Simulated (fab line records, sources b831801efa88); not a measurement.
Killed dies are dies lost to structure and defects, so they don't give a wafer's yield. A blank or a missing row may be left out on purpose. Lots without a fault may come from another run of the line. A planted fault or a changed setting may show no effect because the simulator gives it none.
Which tool did it? | flow sky130 | 13 lots, 39 wafers sampled, at 3 steps of a route of 708

WHAT THE GAUGES READ, wafer by wafer
SKY_VIA4_RS_MEAS_19: measures by four-point-probe. Usual: VIA4_W_RS 0.226 ohm/sq, standard deviation 0.003.
lot  | measured     | on            | VIA4_W_RS (ohm/sq) | flag
L182 | day 43 06:13 | film_metro-04 | 0.225 0.224 0.220  |
L183 | day 43 10:46 | film_metro-02 | 0.222 0.222 0.222  |
L185 | day 43 21:22 | film_metro-04 | 0.231 0.226 0.224  |
L186 | day 44 07:38 | film_metro-04 | 0.229 0.223 0.232  |
L187 | day 44 10:44 | film_metro-02 | 0.222 0.226 0.222  |
L188 | day 45 00:53 | film_metro-03 | 0.224 0.227 0.224  |
L190 | day 45 15:59 | film_metro-03 | 0.230 0.225 0.229  |
L191 | day 45 16:59 | film_metro-03 | 0.232 0.229 0.225  |
L193 | day 46 01:41 | film_metro-04 | 0.221 0.227 0.226  |
L192 | day 46 01:59 | film_metro-03 | 0.234 0.231 0.233  |
L197 | day 47 04:55 | film_metro-02 | 0.225 0.234 0.227  |
L198 | day 47 15:12 | film_metro-03 | 0.222 0.226 0.225  |
L201 | day 48 15:29 | film_metro-03 | 0.220 0.225 0.223  |

WHICH TOOL RAN EACH LOT (tool, then ch and the chambers of the sampled wafers, then the start)
lot  | SKY_LI_CONTACT_CMP_24         | SKY_METAL4_ETCH_16
L182 | cmp-02 ch 1,2, day 29 17:38   | rie_metal-01 ch 0,1, day 42 04:56
L183 | cmp-02 ch 1,2,3, day 29 21:40 | rie_metal-02 ch 0,1, day 42 09:35
L185 | cmp-02 ch 0,1,2, day 30 11:29 | rie_metal-04 ch 0,1, day 42 20:08
L186 | cmp-02 ch 0,1,2, day 30 23:49 | rie_metal-02 ch 0,1, day 43 07:05
L187 | cmp-01 ch 0,3, day 31 04:32   | rie_metal-02 ch 0,1, day 43 10:04
L188 | cmp-01 ch 1,2,3, day 31 20:29 | rie_metal-04 ch 0, day 44 00:23
L190 | cmp-01 ch 0,1,3, day 32 14:36 | rie_metal-02 ch 0,1, day 44 16:33
L191 | cmp-02 ch 1,2,3, day 32 14:48 | rie_metal-04 ch 0,1, day 44 17:13
L193 | cmp-02 ch 0,2, day 33 01:58   | rie_metal-04 ch 0,1, day 45 02:17
L192 | cmp-01 ch 1,3, day 33 06:08   | rie_metal-04 ch 1, day 45 02:28
L197 | cmp-02 ch 0,1,3, day 34 15:02 | rie_metal-01 ch 0,1, day 46 06:36
L198 | cmp-02 ch 0,1, day 35 06:30   | rie_metal-04 ch 0,1, day 46 18:07
L201 | cmp-01 ch 0,1,2, day 36 14:27 | rie_metal-01 ch 0,1, day 47 17:43
- SKY_LI_CONTACT_CMP_24: polishes, stops on PSG, t overpolish 20 s, target thk 0 nm.
- SKY_METAL4_ETCH_16: etches BARC in N2/H2, stops on SiO2, time 88.2 s, target depth 60 nm.

WHAT THE TOOLS THEMSELVES READ (means of the sampled wafers that have a number; where no wafer has one, the mark that the record gives instead)
SKY_LI_CONTACT_CMP_24. Usual: motor_current_A 11.0 A, standard deviation 1.5; overpolish_run_s 20.000 s, standard deviation 0.0086; slurry_flow_ml_min 150.0, standard deviation 0.5; time_to_endpoint_s 96 s, standard deviation 5.1.
lot  | tool   | motor_current_A (A) | overpolish_run_s (s) | slurry_flow_ml_min | time_to_endpoint_s (s) | flag
L182 | cmp-02 | 11.9                | 19.994               | 150.0              | 95                     |
L183 | cmp-02 | 10.8                | 19.994               | 149.7              | 95                     |
L185 | cmp-02 | 11.3                | 20.002               | 150.0              | 99                     |
L186 | cmp-02 | 11.5                | 20.004               | 150.4              | 96                     |
L187 | cmp-01 | 10.8                | 20.003               | 150.4              | 103                    |
L188 | cmp-01 | 10.7                | 20.001               | 150.3              | 95                     |
L190 | cmp-01 | 11.5                | 20.002               | 150.6              | 96                     |
L191 | cmp-02 | 10.4                | 19.998               | 150.0              | 91                     |
L193 | cmp-02 | 11.7                | 20.000               | 150.4              | 100                    |
L192 | cmp-01 | 9.7                 | 19.994               | 149.5              | 99                     |
L197 | cmp-02 | 10.3                | 20.009               | 149.8              | 94                     |
L198 | cmp-02 | 11.0                | 19.998               | 149.7              | 100                    |
L201 | cmp-01 | 12.0                | 19.998               | 149.8              | 91                     |

SKY_METAL4_ETCH_16. Usual: drypump_motor_current_A 5.9 A, standard deviation 0.44; oes_product_au 0.626 a.u., standard deviation 0.005; throttle_valve_pct 13.204 %, standard deviation 0.0093.
lot  | tool         | drypump_motor_current_A (A) | oes_product_au (a.u.) | throttle_valve_pct (%) | flag
L182 | rie_metal-01 | 5.6                         | 0.627                 | 13.201                 |
L183 | rie_metal-02 | 6.0                         | 0.628                 | 13.207                 |
L185 | rie_metal-04 | 5.9                         | 0.627                 | 13.205                 |
L186 | rie_metal-02 | 6.0                         | 0.630                 | 13.211                 |
L187 | rie_metal-02 | 6.0                         | 0.624                 | 13.201                 |
L188 | rie_metal-04 | 6.1                         | 0.625                 | 13.209                 |
L190 | rie_metal-02 | 6.0                         | 0.623                 | 13.204                 |
L191 | rie_metal-04 | 5.9                         | 0.623                 | 13.203                 |
L193 | rie_metal-04 | 5.7                         | 0.624                 | 13.198                 |
L192 | rie_metal-04 | 5.5                         | 0.631                 | 13.203                 |
L197 | rie_metal-01 | 5.6                         | 0.627                 | 13.197                 |
L198 | rie_metal-04 | 5.7                         | 0.623                 | 13.203                 |
L201 | rie_metal-01 | 6.1                         | 0.620                 | 13.197                 |

THE ANSWER, worked out from the rows above alone
Rule: a lot is off if the mean of its wafers that have a number lies more than 3 standard deviations from the usual mean. A lot without any number at a reading at which 4 lots or more have one is off too. The other lots that the step has rows for count as sound. The gauges are gone through in route order, then the tools' own readings, and for those a lot's mean is taken as printed above. The first step at which some lot is off is used, and at that step the reading that is off furthest; a lot without a number counts as furthest.
No lot is off at any reading shown: from this, nothing can be told.

WHAT THE SIMULATOR HAD PUT IN
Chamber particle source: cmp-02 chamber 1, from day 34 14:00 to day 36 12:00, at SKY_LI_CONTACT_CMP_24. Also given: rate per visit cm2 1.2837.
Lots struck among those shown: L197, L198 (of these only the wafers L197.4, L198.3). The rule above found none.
